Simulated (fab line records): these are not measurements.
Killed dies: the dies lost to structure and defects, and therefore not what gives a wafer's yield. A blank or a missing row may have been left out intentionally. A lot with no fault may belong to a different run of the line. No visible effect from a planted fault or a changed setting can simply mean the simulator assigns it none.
Which tool was responsible?    flow gf180mcu    6 lots, 18 wafers sampled, at 4 steps of a route of 602

## WHAT EACH GAUGE READ, for each wafer
GF_M1_RS_MEAS_05: measures by four-point-probe.
lot   measured      on            M1_ALCU_RS (ohm/sq)
L881  day 16 21:36  filmMetro-01  0.0722 0.0705 0.0724
L883  day 17 17:52  filmMetro-02  0.0715 0.0708 0.0722
L887  day 19 14:16  filmMetro-01  0.0693 0.0704 0.0692
L891  day 20 19:17  filmMetro-03  0.0373 0.0706 0.0373
L896  day 22 09:02  filmMetro-02  0.0716 0.0693 0.0697
L901  day 24 11:30  filmMetro-01  0.0701 0.0679 0.0700

## WHICH TOOL RAN EACH LOT (tool, then ch and the chambers of the sampled wafers, then the start)
lot   GF_CONTACT_SPUTTER_22        GF_M1_SPUTTER_02             GF_M1_SPUTTER_04
L881  pvdSputter-04, day 16 20:42  pvdSputter-03, day 16 21:31  pvdSputter-03, day 16 21:34
L883  pvdSputter-04, day 17 16:57  pvdSputter-02, day 17 17:46  pvdSputter-02, day 17 17:49
L887  pvdSputter-03, day 19 13:21  pvdSputter-03, day 19 14:10  pvdSputter-03, day 19 14:13
L891  pvdSputter-03, day 20 18:21  pvdSputter-02, day 20 19:10  pvdSputter-02, day 20 19:13
L896  pvdSputter-01, day 22 08:07  pvdSputter-03, day 22 08:56  pvdSputter-03, day 22 08:59
L901  pvdSputter-01, day 24 10:36  pvdSputter-02, day 24 11:25  pvdSputter-02, day 24 11:28
- GF_CONTACT_SPUTTER_22: material Ti, target thk 15 nm, time 80.02 s.
- GF_M1_SPUTTER_02: material AlCu, target thk 450 nm, time 23.9 s.
- GF_M1_SPUTTER_04: material TiN, target thk 50 nm, time 41.7 s.

## THE ANSWER, worked out from the rows above alone
Rule: what is usual is taken from the lots themselves. The widest of any qualifying gaps counts: lots, ordered by their means at a reading, are off when they make up no more than a third of the lots, leave a main group of 4 or more, and stand apart from it by 3 or more times the standard deviation of that group's means. Not used: any main group whose means are identical at the precision the tables above print for the reading. Also off: a lot with no number at a reading for which 4 or more lots have one. Any other lot the step has rows for is counted as sound.
Off: L891, at GF_M1_RS_MEAS_05 (M1_ALCU_RS). The main group has a mean of 0.0705 ohm/sq with a standard deviation of 0.00096.
If a tool, at a process step before that reading, ran all the lots that are off and no sound lot after the first of them, it fits. The gauges at GF_M1_RS_MEAS_05 are tried like those tools. Undecided on this evidence; 2 tools fit (pvdSputter-03 at GF_CONTACT_SPUTTER_22, filmMetro-03 at GF_M1_RS_MEAS_05).

## WHAT HAD BEEN PUT IN BY THE SIMULATOR
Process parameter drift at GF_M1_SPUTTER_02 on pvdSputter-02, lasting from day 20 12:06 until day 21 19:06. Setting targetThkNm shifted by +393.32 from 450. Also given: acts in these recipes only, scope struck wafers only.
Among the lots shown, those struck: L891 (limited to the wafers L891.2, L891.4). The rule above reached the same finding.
